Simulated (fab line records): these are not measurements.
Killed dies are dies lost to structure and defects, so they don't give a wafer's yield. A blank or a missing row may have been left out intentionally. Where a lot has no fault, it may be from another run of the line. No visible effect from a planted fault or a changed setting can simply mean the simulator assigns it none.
fab line records -- flow sky130 -- part 1 of 2: steps 1 to 29 of 40
record: lots: 5, wafers: 15, lastDay: 50
route steps=708 shown LDD_P@258 LDD_HVN@267 LDD_HVP@278 LDD_LDN@289
lots that met no fault: taken from a fault-free run of the same line
startH: hours from the record's opening day to when the first of the lot's shown wafers began -- waitH: hours from the lot's prior step to this one -- " unchanged from the row above -- L1.1+2: one row covering several wafers at once -- - no value present, or no start provided -- * or withheld: withheld -- < > ~ a bound
route shown NAME@n: names a module that has steps shown in the file, with the first one's number in the route -- usual: mean and standard deviation over wafers with no fault -- same: alike in all rows -- chamber/n: place in a boat -- sites: each site's reading -- _std_site: their standard deviation -- _edge_site: outer sites' mean less inner sites' -- radiusMm: how far each site lies from the wafer's centre -- mask NAME#n: copy n -- behind: the tool/chamber that last shaped the wafer -- hold: what put the lot on hold/how long, in hours/how the hold closed -- device: whichever transistor did not switch (one of n, p or np) -- end of line: the same wafers' tests at the end of the route -- a step given without rows: its recipe and nothing more -- killed: not the wafer's yield, but the dies lost to structure and defects at the first sort -- map: dies across one wafer; x = killed, . = not, _ = none there
set.NAME: the setting that was run; set.NAME@STEP: the one run at that earlier step -- model.NAME: the simulator's own value behind a step, which no gauge read
lots seen at some steps along the route; tables by step, rows by wafer
services: when a tool's chamber went out of use (startH, in hours from the record's first day, below 0 if earlier), for how many hours, and the reason
== steps ==
step: SKY_LDD_P_SOFTBAKE_03
recipe: tempC: 90, timeS: 60, resist: NOVOLAK
lot.wafer,tool,chamber,startH,waitH
L082.1+3+4,lithoTrack-01,0,494.55,0.1
L088.1+2+3,lithoTrack-03,0,545.88,0.1
L091.1+2+6,lithoTrack-04,0,580.71,0.1
L093.2+4+5,lithoTrack-04,0,585.39,0.1
L097.1+4+6,lithoTrack-03,0,630.28,0.1
step: SKY_LDD_P_EXPOSE_04
recipe: maskId: PSDM, na: 0.6, sourceShape: conventional, sigmaOuter: 0.6, polarization: unpolarized, targetCdNm: 380, doseMj: 138
usual: focusOffsetNm: -0.1/0.55, stageVelMmS: 500.02/0.26
same: sigmaOuter: 0.6
lot.wafer,tool,chamber,startH,waitH,mask,focusOffsetNm,stageVelMmS
L082.1,ilineStepper-02,0,-,-,PSDM#0,-0.2,499.91
L082.3,ilineStepper-02,0,-,-,PSDM#0,0.1,500.10
L082.4,ilineStepper-02,0,-,-,PSDM#0,0.4,500.31
L088.1,ilineStepper-02,0,-,-,PSDM#0,-0.7,500.04
L088.2,ilineStepper-02,0,-,-,PSDM#0,-0.3,500.00
L088.3,ilineStepper-02,0,-,-,PSDM#0,-1.2,500.27
L091.1,ilineStepper-02,0,-,-,PSDM#0,-0.2,500.13
L091.2,ilineStepper-02,0,-,-,PSDM#0,0.3,499.99
L091.6,ilineStepper-02,0,-,-,PSDM#0,-0.6,500.15
L093.2,ilineStepper-01,0,-,-,PSDM#0,-0.7,500.15
L093.4,ilineStepper-01,0,-,-,PSDM#0,1.0,500.10
L093.5,ilineStepper-01,0,-,-,PSDM#0,0.5,499.83
L097.1,ilineStepper-02,0,-,-,PSDM#0,0.1,500.25
L097.4,ilineStepper-02,0,-,-,PSDM#0,0.7,500.22
L097.6,ilineStepper-02,0,-,-,PSDM#0,-0.1,500.27
step: SKY_LDD_P_PEB_05
recipe: tempC: withheld, timeS: *, resist: NOVOLAK
lot.wafer,tool,chamber,startH,waitH
L082.1+3+4,lithoTrack-04,0,-,-
L088.1+2+3,lithoTrack-03,0,-,-
L091.1+2+6,lithoTrack-01,0,-,-
L093.2+4+5,lithoTrack-01,0,-,-
L097.1+4+6,lithoTrack-03,0,-,-
step: SKY_LDD_P_DEVELOP_06
recipe: resist: NOVOLAK, developer: TMAH, developTimeS: 60, devTempC: 23
lot.wafer,tool,chamber,startH,waitH
L082.1+3+4,lithoTrack-04,0,509.81,0.1
L088.1+2+3,lithoTrack-03,0,560.73,0.1
L091.1+2+6,lithoTrack-01,0,595.35,0.1
L093.2+4+5,lithoTrack-01,0,600.23,0.1
L097.1+4+6,lithoTrack-03,0,644.18,0.1
step: SKY_LDD_P_CD_MEAS_07
recipe: targetCdNm: 380
usual: cdNm: 380.0/2.3
lot.wafer,tool,chamber,startH,waitH,cdNm
L082.1,cdSem-01,-,509.96,0.1,380.6
L082.3,cdSem-01,-,509.96,0.1,381.0
L082.4,cdSem-01,-,509.96,0.1,380.1
L088.1,cdSem-02,-,560.88,0.1,380.4
L088.2,cdSem-02,-,560.88,0.1,379.5
L088.3,cdSem-02,-,560.88,0.1,379.6
L091.1,cdSem-02,-,595.50,0.1,378.6
L091.2,cdSem-02,-,595.50,0.1,380.1
L091.6,cdSem-02,-,595.50,0.1,379.8
L093.2,cdSem-02,-,600.37,0.1,382.8
L093.4,cdSem-02,-,600.37,0.1,382.7
L093.5,cdSem-02,-,600.37,0.1,382.7
L097.1,cdSem-02,-,644.33,0.1,382.9
L097.4,cdSem-02,-,644.33,0.1,381.3
L097.6,cdSem-02,-,644.33,0.1,382.0
step: SKY_LDD_P_OVL_MEAS_08
usual: LDD_P_OVL: 0.0/1.5
lot.wafer,tool,chamber,startH,waitH,LDD_P_OVL[nm]
L082.1,overlay-02,-,510.08,0.1,1.6
L082.3,overlay-02,-,510.08,0.1,0.7
L082.4,overlay-02,-,510.08,0.1,-0.8
L088.1,overlay-02,-,561.00,0.1,-1.3
L088.2,overlay-02,-,561.00,0.1,-0.8
L088.3,overlay-02,-,561.00,0.1,-0.6
L091.1,overlay-01,-,595.62,0.1,0.6
L091.2,overlay-01,-,595.62,0.1,0.4
L091.6,overlay-01,-,595.62,0.1,0.5
L093.2,overlay-02,-,600.48,0.1,1.0
L093.4,overlay-02,-,600.48,0.1,0.9
L093.5,overlay-02,-,600.48,0.1,0.9
L097.1,overlay-02,-,644.45,0.1,2.5
L097.4,overlay-02,-,644.45,0.1,0.5
L097.6,overlay-02,-,644.45,0.1,0.6
step: SKY_LDD_P_IMPLANT_09
recipe: species: BF2, energyKev: 25, doseCm2: 1e+13, tiltDeg: withheld
usual: beamEnergyKeV: 25.000/0.0088, doseIonsCm2: 1.0004e+13/1e+10
lot.wafer,tool,chamber,startH,waitH,beamEnergyKeV,doseIonsCm2
L082.1,implanter-03,0,510.12,0.0,24.990,1.0003e+13
L082.3,implanter-03,0,510.12,0.0,25.000,9.986e+12
L082.4,implanter-03,0,510.12,0.0,24.991,1.0016e+13
L088.1,implanter-04,0,561.03,0.0,25.004,9.992e+12
L088.2,implanter-04,0,561.03,0.0,25.002,1.0008e+13
L088.3,implanter-04,0,561.03,0.0,25.003,1.0008e+13
L091.1,implanter-03,0,595.66,0.0,24.983,1.0011e+13
L091.2,implanter-03,0,595.66,0.0,24.996,9.995e+12
L091.6,implanter-03,0,595.66,0.0,24.992,1.0008e+13
L093.2,implanter-01,0,600.54,0.0,24.996,1.0006e+13
L093.4,implanter-01,0,600.54,0.0,25.006,1.0006e+13
L093.5,implanter-01,0,600.54,0.0,25.007,1.0002e+13
L097.1,implanter-04,0,644.48,0.0,25.006,1.0012e+13
L097.4,implanter-04,0,644.48,0.0,25.000,1.0011e+13
L097.6,implanter-04,0,644.48,0.0,25.009,1.0015e+13
step: SKY_LDD_P_STRIP_10
recipe: chemistry: O2/N2, powerW: 1400, pressureMtorr: 1500, platenTempC: withheld, o2FlowSccm: 3000, n2FlowSccm: 300, overashFraction: 0.5
usual: drypumpMotorCurrentA: 5.79/0.25, oesProductAu: 0.715/0.0047, stripTimeToEndpointS: 14.15/0.032
lot.wafer,tool,chamber,startH,waitH,drypumpMotorCurrentA,oesProductAu,rfHoursCounterH,stripTimeToEndpointS
L082.1,plasmaAsher-02,1,510.27,0.1,5.50,0.720,68,14.16
L082.3,plasmaAsher-02,1,510.27,0.1,5.47,0.711,-,14.11
L082.4,plasmaAsher-02,0,510.27,0.1,6.12,0.721,-,14.10
L088.1,plasmaAsher-04,1,561.18,0.1,5.99,0.719,85,14.15
L088.2,plasmaAsher-04,0,561.18,0.1,5.53,0.716,85,14.14
L088.3,plasmaAsher-04,0,561.18,0.1,5.52,0.713,-,14.15
L091.1,plasmaAsher-04,0,595.81,0.1,5.55,0.721,88,14.17
L091.2,plasmaAsher-04,1,595.81,0.1,5.95,0.715,88,14.16
L091.6,plasmaAsher-04,1,595.81,0.1,5.95,0.713,-,14.16
L093.2,plasmaAsher-04,1,600.66,0.1,5.97,0.714,89,14.20
L093.4,plasmaAsher-04,0,600.66,0.1,5.48,0.722,-,14.19
L093.5,plasmaAsher-04,0,600.66,0.1,5.48,0.719,-,14.14
L097.1,plasmaAsher-04,0,644.63,0.1,5.51,0.717,93,14.23
L097.4,plasmaAsher-04,0,644.63,0.1,5.55,0.716,-,14.20
L097.6,plasmaAsher-04,1,644.63,0.1,5.94,0.724,-,14.20
step: SKY_LDD_P_TW_MEAS_11
usual: LDD_P_TW: 641/7.8
lot.wafer,tool,chamber,startH,waitH,LDD_P_TW
L082.1,filmMetro-01,-,510.37,0.1,651
L082.3,filmMetro-01,-,510.37,0.1,649
L082.4,filmMetro-01,-,510.37,0.1,651
L088.1,filmMetro-03,-,561.28,0.1,634
L088.2,filmMetro-03,-,561.28,0.1,635
L088.3,filmMetro-03,-,561.28,0.1,634
L091.1,filmMetro-04,-,595.91,0.1,638
L091.2,filmMetro-04,-,595.91,0.1,635
L091.6,filmMetro-04,-,595.91,0.1,634
L093.2,filmMetro-03,-,600.77,0.1,635
L093.4,filmMetro-03,-,600.77,0.1,633
L093.5,filmMetro-03,-,600.77,0.1,630
L097.1,filmMetro-01,-,644.73,0.1,645
L097.4,filmMetro-01,-,644.73,0.1,648
L097.6,filmMetro-01,-,644.73,0.1,650
step: SKY_LDD_HVN_DEHYDRATE_00
recipe: tempC: 200, timeS: 60
lot.wafer,tool,chamber,startH,waitH
L082.1+3+4,lithoTrack-04,0,524.81,14.4
L088.1+2+3,lithoTrack-02,0,575.75,14.5
L091.1+2+6,lithoTrack-03,0,609.63,13.7
L093.2+4+5,lithoTrack-03,0,614.20,13.4
L097.1+4+6,lithoTrack-02,0,658.75,14.0
step: SKY_LDD_HVN_HMDS_01
recipe: primeTimeS: 60, primeTempC: 120
lot.wafer,tool,chamber,startH,waitH
L082.1+3+4,lithoTrack-04,0,524.96,0.1
L088.1+2+3,lithoTrack-02,0,575.90,0.1
L091.1+2+6,lithoTrack-03,0,609.78,0.1
L093.2+4+5,lithoTrack-03,0,614.35,0.1
L097.1+4+6,lithoTrack-02,0,658.90,0.1
step: SKY_LDD_HVN_COAT_02
recipe: resist: NOVOLAK, spinRpm: 3000, resistThkNm: 300
usual: dispensePressureKPa: 48.9/2.5
lot.wafer,tool,chamber,startH,waitH,dispensePressureKPa
L082.1,lithoTrack-04,0,525.11,0.1,45.7
L082.3,lithoTrack-04,0,525.11,0.1,45.7
L082.4,lithoTrack-04,0,525.11,0.1,45.6
L088.1,lithoTrack-02,0,576.05,0.1,51.8
L088.2,lithoTrack-02,0,576.05,0.1,51.8
L088.3,lithoTrack-02,0,576.05,0.1,51.8
L091.1,lithoTrack-03,0,609.93,0.1,48.0
L091.2,lithoTrack-03,0,609.93,0.1,48.0
L091.6,lithoTrack-03,0,609.93,0.1,48.0
L093.2,lithoTrack-03,0,614.50,0.1,48.0
L093.4,lithoTrack-03,0,614.50,0.1,48.0
L093.5,lithoTrack-03,0,614.50,0.1,48.0
L097.1,lithoTrack-02,0,659.05,0.1,51.8
L097.4,lithoTrack-02,0,659.05,0.1,51.8
L097.6,lithoTrack-02,0,659.05,0.1,51.8
step: SKY_LDD_HVN_SOFTBAKE_03
recipe: tempC: 90, timeS: 60, resist: NOVOLAK
lot.wafer,tool,chamber,startH,waitH
L082.1+3+4,lithoTrack-04,0,525.26,0.1
L088.1+2+3,lithoTrack-02,0,576.20,0.1
L091.1+2+6,lithoTrack-03,0,610.08,0.1
L093.2+4+5,lithoTrack-03,0,614.65,0.1
L097.1+4+6,lithoTrack-02,0,659.20,0.1
step: SKY_LDD_HVN_EXPOSE_04
recipe: maskId: HVNTM, na: 0.6, sourceShape: conventional, sigmaOuter: 0.6, polarization: unpolarized, targetCdNm: 700, doseMj: 127
usual: focusOffsetNm: 0.0/0.53, stageVelMmS: 499.96/0.26
same: sigmaOuter: 0.6
lot.wafer,tool,chamber,startH,waitH,mask,focusOffsetNm,stageVelMmS
L082.1,ilineStepper-01,0,-,-,HVNTM#0,-0.2,499.56
L082.3,ilineStepper-01,0,-,-,HVNTM#0,0.0,499.66
L082.4,ilineStepper-01,0,-,-,HVNTM#0,0.0,499.55
L088.1,ilineStepper-02,0,-,-,HVNTM#0,-0.3,500.06
L088.2,ilineStepper-02,0,-,-,HVNTM#0,-0.8,500.25
L088.3,ilineStepper-02,0,-,-,HVNTM#0,-0.5,500.08
L091.1,ilineStepper-02,0,-,-,HVNTM#0,0.2,499.91
L091.2,ilineStepper-02,0,-,-,HVNTM#0,0.2,500.30
L091.6,ilineStepper-02,0,-,-,HVNTM#0,0.7,499.84
L093.2,ilineStepper-01,0,-,-,HVNTM#0,-0.6,499.95
L093.4,ilineStepper-01,0,-,-,HVNTM#0,-0.2,499.98
L093.5,ilineStepper-01,0,-,-,HVNTM#0,-0.5,500.23
L097.1,ilineStepper-02,0,-,-,HVNTM#0,0.6,500.02
L097.4,ilineStepper-02,0,-,-,HVNTM#0,0.9,499.84
L097.6,ilineStepper-02,0,-,-,HVNTM#0,0.4,499.74
step: SKY_LDD_HVN_PEB_05
recipe: tempC: withheld, timeS: *, resist: NOVOLAK
lot.wafer,tool,chamber,startH,waitH
L082.1+3+4,lithoTrack-03,0,-,-
L088.1+2+3,lithoTrack-04,0,-,-
L091.1+2+6,lithoTrack-04,0,-,-
L093.2+4+5,lithoTrack-02,0,-,-
L097.1+4+6,lithoTrack-03,0,-,-
step: SKY_LDD_HVN_DEVELOP_06
recipe: resist: NOVOLAK, developer: TMAH, developTimeS: 60, devTempC: 23
lot.wafer,tool,chamber,startH,waitH
L082.1+3+4,lithoTrack-03,0,540.38,0.1
L088.1+2+3,lithoTrack-04,0,590.56,0.1
L091.1+2+6,lithoTrack-04,0,624.56,0.1
L093.2+4+5,lithoTrack-02,0,629.38,0.1
L097.1+4+6,lithoTrack-03,0,672.98,0.1
step: SKY_LDD_HVN_OVL_MEAS_07
usual: LDD_HVN_OVL: 0.5/1.1
lot.wafer,tool,chamber,startH,waitH,LDD_HVN_OVL[nm]
L082.1,overlay-01,-,540.53,0.1,0.1
L082.3,overlay-01,-,540.53,0.1,0.6
L082.4,overlay-01,-,540.53,0.1,0.7
L088.1,overlay-02,-,590.71,0.1,1.1
L088.2,overlay-02,-,590.71,0.1,0.3
L088.3,overlay-02,-,590.71,0.1,0.0
L091.1,overlay-02,-,624.71,0.1,-0.1
L091.2,overlay-02,-,624.71,0.1,0.2
L091.6,overlay-02,-,624.71,0.1,0.0
L093.2,overlay-01,-,629.51,0.1,-1.0
L093.4,overlay-01,-,629.51,0.1,-2.1
L093.5,overlay-01,-,629.51,0.1,0.3
L097.1,overlay-02,-,673.13,0.1,-0.3
L097.4,overlay-02,-,673.13,0.1,-0.9
L097.6,overlay-02,-,673.13,0.1,-0.4
step: SKY_LDD_HVN_IMPLANT_08
recipe: species: P, energyKev: 60, doseCm2: 3e+13, tiltDeg: 40
usual: beamEnergyKeV: 59.999/0.019, doseIonsCm2: 2.999e+13/3.2e+10
lot.wafer,tool,chamber,startH,waitH,beamEnergyKeV,doseIonsCm2
L082.1,implanter-01,0,540.56,0.0,60.027,3.002e+13
L082.3,implanter-01,0,540.56,0.0,59.964,3.006e+13
L082.4,implanter-01,0,540.56,0.0,59.993,3.002e+13
L088.1,implanter-02,0,590.75,0.0,60.002,3e+13
L088.2,implanter-02,0,590.75,0.0,59.963,2.993e+13
L088.3,implanter-02,0,590.75,0.0,59.979,3e+13
L091.1,implanter-01,0,624.75,0.0,60.006,2.998e+13
L091.2,implanter-01,0,624.75,0.0,60.003,2.999e+13
L091.6,implanter-01,0,624.75,0.0,60.006,2.999e+13
L093.2,implanter-01,0,629.56,0.0,59.983,3e+13
L093.4,implanter-01,0,629.56,0.0,59.982,2.997e+13
L093.5,implanter-01,0,629.56,0.0,60.003,3e+13
L097.1,implanter-01,0,673.16,0.0,59.985,2.992e+13
L097.4,implanter-01,0,673.16,0.0,60.025,2.995e+13
L097.6,implanter-01,0,673.16,0.0,60.005,2.997e+13
step: SKY_LDD_HVN_STRIP_09
recipe: chemistry: O2/N2, powerW: 1400, pressureMtorr: 1500, platenTempC: withheld, o2FlowSccm: 3000, n2FlowSccm: 300, overashFraction: 0.5
usual: drypumpMotorCurrentA: 5.67/0.29, oesProductAu: 0.408/0.0052, stripTimeToEndpointS: 4.129/0.013
lot.wafer,tool,chamber,startH,waitH,drypumpMotorCurrentA,oesProductAu,rfHoursCounterH,stripTimeToEndpointS
L082.1,plasmaAsher-02,1,540.71,0.1,5.48,0.404,71,4.133
L082.3,plasmaAsher-02,0,540.71,0.1,6.11,0.412,-,4.125
L082.4,plasmaAsher-02,1,540.71,0.1,5.48,0.412,-,4.120
L088.1,plasmaAsher-01,0,590.90,0.1,5.74,0.411,48,4.123
L088.2,plasmaAsher-01,1,590.90,0.1,5.30,0.417,48,4.147
L088.3,plasmaAsher-01,1,590.90,0.1,5.28,0.408,-,4.126
L091.1,plasmaAsher-01,0,624.90,0.1,5.73,0.403,52,4.114
L091.2,plasmaAsher-01,1,624.90,0.1,5.28,0.413,52,4.124
L091.6,plasmaAsher-01,0,624.90,0.1,5.77,0.406,-,4.131
L093.2,plasmaAsher-02,1,629.69,0.1,5.46,0.405,79,4.129
L093.4,plasmaAsher-02,0,629.69,0.1,6.12,0.411,-,4.130
L093.5,plasmaAsher-02,1,629.69,0.1,5.47,0.415,-,4.121
L097.1,plasmaAsher-01,1,673.31,0.1,5.30,0.414,57,4.132
L097.4,plasmaAsher-01,0,673.31,0.1,5.77,0.398,-,4.122
L097.6,plasmaAsher-01,0,673.31,0.1,5.77,0.414,-,4.143
step: SKY_LDD_HVN_TW_MEAS_10
usual: LDD_HVN_TW: 1456/13
lot.wafer,tool,chamber,startH,waitH,LDD_HVN_TW
L082.1,filmMetro-01,-,540.81,0.1,1460
L082.3,filmMetro-01,-,540.81,0.1,1467
L082.4,filmMetro-01,-,540.81,0.1,1467
L088.1,filmMetro-04,-,591.00,0.1,1436
L088.2,filmMetro-04,-,591.00,0.1,1438
L088.3,filmMetro-04,-,591.00,0.1,1434
L091.1,filmMetro-02,-,625.00,0.1,1454
L091.2,filmMetro-02,-,625.00,0.1,1451
L091.6,filmMetro-02,-,625.00,0.1,1459
L093.2,filmMetro-01,-,629.80,0.1,1466
L093.4,filmMetro-01,-,629.80,0.1,1468
L093.5,filmMetro-01,-,629.80,0.1,1476
L097.1,filmMetro-01,-,673.41,0.1,1469
L097.4,filmMetro-01,-,673.41,0.1,1463
L097.6,filmMetro-01,-,673.41,0.1,1467
step: SKY_LDD_HVP_DEHYDRATE_00
recipe: tempC: 200, timeS: 60
lot.wafer,tool,chamber,startH,waitH
L082.1+3+4,lithoTrack-01,0,554.55,13.7
L088.1+2+3,lithoTrack-02,0,605.40,14.4
L091.1+2+6,lithoTrack-02,0,639.00,14.0
L093.2+4+5,lithoTrack-02,0,643.08,13.3
L097.1+4+6,lithoTrack-02,0,686.45,13.0
step: SKY_LDD_HVP_HMDS_01
recipe: primeTimeS: 60, primeTempC: 120
lot.wafer,tool,chamber,startH,waitH
L082.1+3+4,lithoTrack-01,0,554.70,0.1
L088.1+2+3,lithoTrack-02,0,605.55,0.1
L091.1+2+6,lithoTrack-02,0,639.15,0.1
L093.2+4+5,lithoTrack-02,0,643.23,0.1
L097.1+4+6,lithoTrack-02,0,686.60,0.1
step: SKY_LDD_HVP_COAT_02
recipe: resist: NOVOLAK, spinRpm: 3000, resistThkNm: 300
usual: dispensePressureKPa: 49.1/2.7
lot.wafer,tool,chamber,startH,waitH,dispensePressureKPa
L082.1,lithoTrack-01,0,554.85,0.1,50.5
L082.3,lithoTrack-01,0,554.85,0.1,50.5
L082.4,lithoTrack-01,0,554.85,0.1,50.5
L088.1,lithoTrack-02,0,605.70,0.1,51.8
L088.2,lithoTrack-02,0,605.70,0.1,51.8
L088.3,lithoTrack-02,0,605.70,0.1,51.8
L091.1,lithoTrack-02,0,639.30,0.1,51.8
L091.2,lithoTrack-02,0,639.30,0.1,51.8
L091.6,lithoTrack-02,0,639.30,0.1,51.8
L093.2,lithoTrack-02,0,643.38,0.1,51.8
L093.4,lithoTrack-02,0,643.38,0.1,51.9
L093.5,lithoTrack-02,0,643.38,0.1,51.8
L097.1,lithoTrack-02,0,686.75,0.1,51.9
L097.4,lithoTrack-02,0,686.75,0.1,51.9
L097.6,lithoTrack-02,0,686.75,0.1,51.9
step: SKY_LDD_HVP_SOFTBAKE_03
recipe: tempC: 90, timeS: 60, resist: NOVOLAK
lot.wafer,tool,chamber,startH,waitH
L082.1+3+4,lithoTrack-01,0,555.00,0.1
L088.1+2+3,lithoTrack-02,0,605.85,0.1
L091.1+2+6,lithoTrack-02,0,639.45,0.1
L093.2+4+5,lithoTrack-02,0,643.53,0.1
L097.1+4+6,lithoTrack-02,0,686.90,0.1
step: SKY_LDD_HVP_EXPOSE_04
recipe: maskId: HVPTM, na: 0.6, sourceShape: conventional, sigmaOuter: 0.6, polarization: unpolarized, targetCdNm: 700, doseMj: 86
usual: focusOffsetNm: 0.0/0.44, stageVelMmS: 500.09/0.24
same: sigmaOuter: 0.6
lot.wafer,tool,chamber,startH,waitH,mask,focusOffsetNm,stageVelMmS
L082.1,ilineStepper-01,0,-,-,HVPTM#0,0.2,499.75
L082.3,ilineStepper-01,0,-,-,HVPTM#0,0.4,499.60
L082.4,ilineStepper-01,0,-,-,HVPTM#0,-0.1,499.62
L088.1,ilineStepper-01,0,-,-,HVPTM#0,0.4,500.32
L088.2,ilineStepper-01,0,-,-,HVPTM#0,0.2,500.06
L088.3,ilineStepper-01,0,-,-,HVPTM#0,0.2,500.08
L091.1,ilineStepper-01,0,-,-,HVPTM#0,0.0,500.10
L091.2,ilineStepper-01,0,-,-,HVPTM#0,-0.4,499.96
L091.6,ilineStepper-01,0,-,-,HVPTM#0,0.3,500.25
L093.2,ilineStepper-01,0,-,-,HVPTM#0,0.0,500.58
L093.4,ilineStepper-01,0,-,-,HVPTM#0,0.7,500.42
L093.5,ilineStepper-01,0,-,-,HVPTM#0,0.3,500.30
L097.1,ilineStepper-02,0,-,-,HVPTM#0,-0.3,500.26
L097.4,ilineStepper-02,0,-,-,HVPTM#0,-0.2,500.02
L097.6,ilineStepper-02,0,-,-,HVPTM#0,0.2,499.99
step: SKY_LDD_HVP_PEB_05
recipe: tempC: withheld, timeS: *, resist: NOVOLAK
lot.wafer,tool,chamber,startH,waitH
L082.1+3+4,lithoTrack-04,0,-,-
L088.1+2+3,lithoTrack-01,0,-,-
L091.1+2+6,lithoTrack-01,0,-,-
L093.2+4+5,lithoTrack-02,0,-,-
L097.1+4+6,lithoTrack-01,0,-,-
step: SKY_LDD_HVP_DEVELOP_06
recipe: resist: NOVOLAK, developer: TMAH, developTimeS: 60, devTempC: 23
lot.wafer,tool,chamber,startH,waitH
L082.1+3+4,lithoTrack-04,0,570.46,0.1
L088.1+2+3,lithoTrack-01,0,619.65,0.1
L091.1+2+6,lithoTrack-01,0,653.15,0.1
L093.2+4+5,lithoTrack-02,0,657.53,0.1
L097.1+4+6,lithoTrack-01,0,701.21,0.1
step: SKY_LDD_HVP_OVL_MEAS_07
usual: LDD_HVP_OVL: -0.3/1.2
lot.wafer,tool,chamber,startH,waitH,LDD_HVP_OVL[nm]
L082.1,overlay-01,-,570.61,0.1,-1.0
L082.3,overlay-01,-,570.61,0.1,0.4
L082.4,overlay-01,-,570.61,0.1,-0.2
L088.1,overlay-02,-,619.80,0.1,1.2
L088.2,overlay-02,-,619.80,0.1,-0.3
L088.3,overlay-02,-,619.80,0.1,2.1
L091.1,overlay-02,-,653.30,0.1,0.4
L091.2,overlay-02,-,653.30,0.1,1.8
L091.6,overlay-02,-,653.30,0.1,1.3
L093.2,overlay-01,-,657.66,0.1,-1.8
L093.4,overlay-01,-,657.66,0.1,-3.3
L093.5,overlay-01,-,657.66,0.1,-0.4
L097.1,overlay-02,-,701.36,0.1,-1.2
L097.4,overlay-02,-,701.36,0.1,-1.1
L097.6,overlay-02,-,701.36,0.1,0.5
step: SKY_LDD_HVP_IMPLANT_08
recipe: species: B, energyKev: 20, doseCm2: 1.7e+13, tiltDeg: 17.9
usual: beamEnergyKeV: 20.002/0.0063, doseIonsCm2: 1.6999e+13/1.6e+10
lot.wafer,tool,chamber,startH,waitH,beamEnergyKeV,doseIonsCm2
L082.1,implanter-01,0,570.65,0.0,20.005,1.6983e+13
L082.3,implanter-01,0,570.65,0.0,20.005,1.7e+13
L082.4,implanter-01,0,570.65,0.0,20.004,1.6973e+13
L088.1,implanter-01,0,619.84,0.0,20.000,1.701e+13
L088.2,implanter-01,0,619.84,0.0,19.995,1.7002e+13
L088.3,implanter-01,0,619.84,0.0,20.003,1.7008e+13
L091.1,implanter-02,0,653.34,0.0,20.016,1.702e+13
L091.2,implanter-02,0,653.34,0.0,20.007,1.6992e+13
L091.6,implanter-02,0,653.34,0.0,20.008,1.7009e+13
L093.2,implanter-03,0,657.71,0.0,19.991,1.6985e+13
L093.4,implanter-03,0,657.71,0.0,20.000,1.6981e+13
L093.5,implanter-03,0,657.71,0.0,20.005,1.6999e+13
L097.1,implanter-03,0,701.39,0.0,19.994,1.6986e+13
L097.4,implanter-03,0,701.39,0.0,20.000,1.702e+13
L097.6,implanter-03,0,701.39,0.0,20.003,1.6969e+13
